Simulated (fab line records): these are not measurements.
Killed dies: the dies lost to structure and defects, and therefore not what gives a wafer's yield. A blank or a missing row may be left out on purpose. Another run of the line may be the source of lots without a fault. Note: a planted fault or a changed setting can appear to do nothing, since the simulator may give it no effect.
What tool caused it? ; flow gf180mcu ; Sampling: 12 lots, 36 wafers, 5 of 602 route steps

WHAT THE GAUGES SHOWED, per wafer
GF_PSD_OVL_MEAS_08.
lot;measured;on;PSD_OVL (nm)
L653;day 14 14:44;overlay-01;0.6 0.6 1.2
L654;day 15 08:16;overlay-02;-0.8 -2.0 -1.0
L655;day 15 10:34;overlay-02;-0.4 -0.8 0.9
L656;day 15 18:12;overlay-02;-0.8 -1.9 -1.7
L657;day 16 03:41;overlay-01;-3.1 -3.6 -2.5
L658;day 16 12:32;overlay-01;-1.3 0.2 0.2
L660;day 16 23:27;overlay-01;-0.8 -0.3 -1.1
L662;day 18 01:50;overlay-02;0.5 0.3 1.3
L664;day 18 15:50;overlay-02;0.0 -0.7 -1.7
L669;day 20 10:41;overlay-02;-0.7 -0.4 -0.6
L672;day 21 14:21;overlay-02;-2.1 -1.3 0.5
L673;day 21 18:15;overlay-02;0.4 0.1 0.7

GF_CONTACT_THK_MEAS_01.
lot;measured;on;CONTACT_CVD_00_THK (nm)
L653;day 15 13:18;film_metro-02;298 306 300
L654;day 16 07:36;film_metro-02;298 299 295
L655;day 16 10:34;film_metro-04;307 298 303
L656;day 16 18:25;film_metro-04;296 297 303
L657;day 17 04:41;film_metro-04;305 303 297
L658;day 17 12:59;film_metro-01;303 304 309
L660;day 18 01:07;film_metro-02;300 296 301
L662;day 19 03:56;film_metro-01;303 300 304
L664;day 19 18:20;film_metro-01;299 302 300
L669;day 21 12:52;film_metro-01;302 308 304
L672;day 22 15:08;film_metro-01;303 305 299
L673;day 22 19:26;film_metro-01;301 297 297

GF_CONTACT_THK_MEAS_03.
lot;measured;on;CONTACT_CVD_02_THK (nm)
L653;day 15 13:26;film_metro-04;860 865 863
L654;day 16 07:44;film_metro-01;854 851 868
L655;day 16 10:42;film_metro-02;854 864 860
L656;day 16 18:33;film_metro-01;855 876 864
L657;day 17 04:49;film_metro-01;858 875 867
L658;day 17 13:07;film_metro-04;847 840 852
L660;day 18 01:14;film_metro-01;856 873 853
L662;day 19 04:04;film_metro-02;850 864 874
L664;day 19 18:28;film_metro-02;856 852 867
L669;day 21 12:59;film_metro-02;854 873 883
L672;day 22 15:16;film_metro-02;857 596 869
L673;day 22 19:34;film_metro-02;601 606 867

TOOL THAT RAN EACH LOT (tool first, then ch and the chambers of the sampled wafers, then the start)
lot;GF_NSD_STRIP_11;GF_CONTACT_CVD_02
L653;plasma_asher-01 ch 0,1, day 13 17:46;pecvd-01 ch 0,1,2, day 15 13:20
L654;plasma_asher-01 ch 0, day 14 11:17;pecvd-04 ch 1,2, day 16 07:40
L655;plasma_asher-01 ch 0,1, day 14 13:39;pecvd-01 ch 0,1,2, day 16 10:38
L656;plasma_asher-02 ch 0,1, day 14 21:04;pecvd-01 ch 0,1,2, day 16 18:28
L657;plasma_asher-02 ch 0,1, day 15 06:37;pecvd-04 ch 0,2, day 17 04:44
L658;plasma_asher-01 ch 0,1, day 15 14:37;pecvd-01 ch 0,1,2, day 17 13:02
L660;plasma_asher-03 ch 0,1, day 16 00:49;pecvd-04 ch 0,1,2, day 18 01:09
L662;plasma_asher-02 ch 0,1, day 17 02:05;pecvd-04 ch 1,2, day 19 03:59
L664;plasma_asher-03 ch 0,1, day 17 15:28;pecvd-01 ch 0,1, day 19 18:24
L669;plasma_asher-03 ch 0,1, day 19 09:46;pecvd-04 ch 0,1,2, day 21 12:55
L672;plasma_asher-02 ch 0,1, day 20 14:13;pecvd-04 ch 1,2, day 22 15:11
L673;plasma_asher-01 ch 0,1, day 20 18:47;pecvd-04 ch 0,1,2, day 22 19:29
- GF_NSD_STRIP_11: strips in O2/N2.
- GF_CONTACT_CVD_02: deposits SiO2 from TEOS, target thk 860 nm, time 95.992 s.

WHAT THE TOOLS THEMSELVES READ (means of the sampled wafers that have a number; where no wafer has one, the mark that the record gives instead)
GF_NSD_STRIP_11.
lot;tool;drypump_motor_current_A (A);heater_power_w (W);oes_product_au (a.u.);strip_time_to_endpoint_s (s)
L653;plasma_asher-01;5.5;343;0.486;22.93
L654;plasma_asher-01;5.6;351;0.488;22.96
L655;plasma_asher-01;5.5;343;0.485;22.92
L656;plasma_asher-02;5.3;300;0.487;22.94
L657;plasma_asher-02;5.3;308;0.485;22.93
L658;plasma_asher-01;5.4;341;0.486;22.92
L660;plasma_asher-03;5.9;319;0.490;22.99
L662;plasma_asher-02;5.3;293;0.486;23.01
L664;plasma_asher-03;5.9;319;0.490;22.92
L669;plasma_asher-03;5.9;314;0.484;22.95
L672;plasma_asher-02;5.3;302;0.488;22.96
L673;plasma_asher-01;5.4;367;0.479;22.93

GF_CONTACT_CVD_02.
lot;tool;heater_power_w (W)
L653;pecvd-01;670
L654;pecvd-04;582
L655;pecvd-01;679
L656;pecvd-01;610
L657;pecvd-04;625
L658;pecvd-01;654
L660;pecvd-04;572
L662;pecvd-04;698
L664;pecvd-01;634
L669;pecvd-04;620
L672;pecvd-04;606
L673;pecvd-04;600

THE ANSWER, worked out from the rows above alone
Rule: the lots themselves supply what counts as usual. Put in order of their means at a reading, lots are off if they are a third of the lots or fewer, leave a main group of 4 or more, and stand apart from it by a gap of 3 or more times the standard deviation of the main group's means; of several such gaps the widest counts. If all means in a main group match to the digits the tables above print for the reading, that group is not used. A lot without any number at a reading at which 4 lots or more have one is off too. All remaining lots with rows at the step are treated as sound. After the gauges, taken in route order, come the tools' own readings; for these a lot's mean is taken, as printed above. At the first step where some lot is off, the reading lying furthest off is the one used; lots without a number count as furthest.
Off: at GF_CONTACT_THK_MEAS_03 (CONTACT_CVD_02_THK), L672, L673. For the main group the mean is 861 nm and the standard deviation 6.1.
If a tool, at a process step before that reading, ran all the lots that are off and no sound lot after the first of them, it fits. Those tools and the gauges at GF_CONTACT_THK_MEAS_03 are tried in the same way. This does not decide it: 2 tools fit, namely pecvd-04 at GF_CONTACT_CVD_02 and film_metro-02 at GF_CONTACT_THK_MEAS_03.

WHAT THE SIMULATOR HAD INSERTED
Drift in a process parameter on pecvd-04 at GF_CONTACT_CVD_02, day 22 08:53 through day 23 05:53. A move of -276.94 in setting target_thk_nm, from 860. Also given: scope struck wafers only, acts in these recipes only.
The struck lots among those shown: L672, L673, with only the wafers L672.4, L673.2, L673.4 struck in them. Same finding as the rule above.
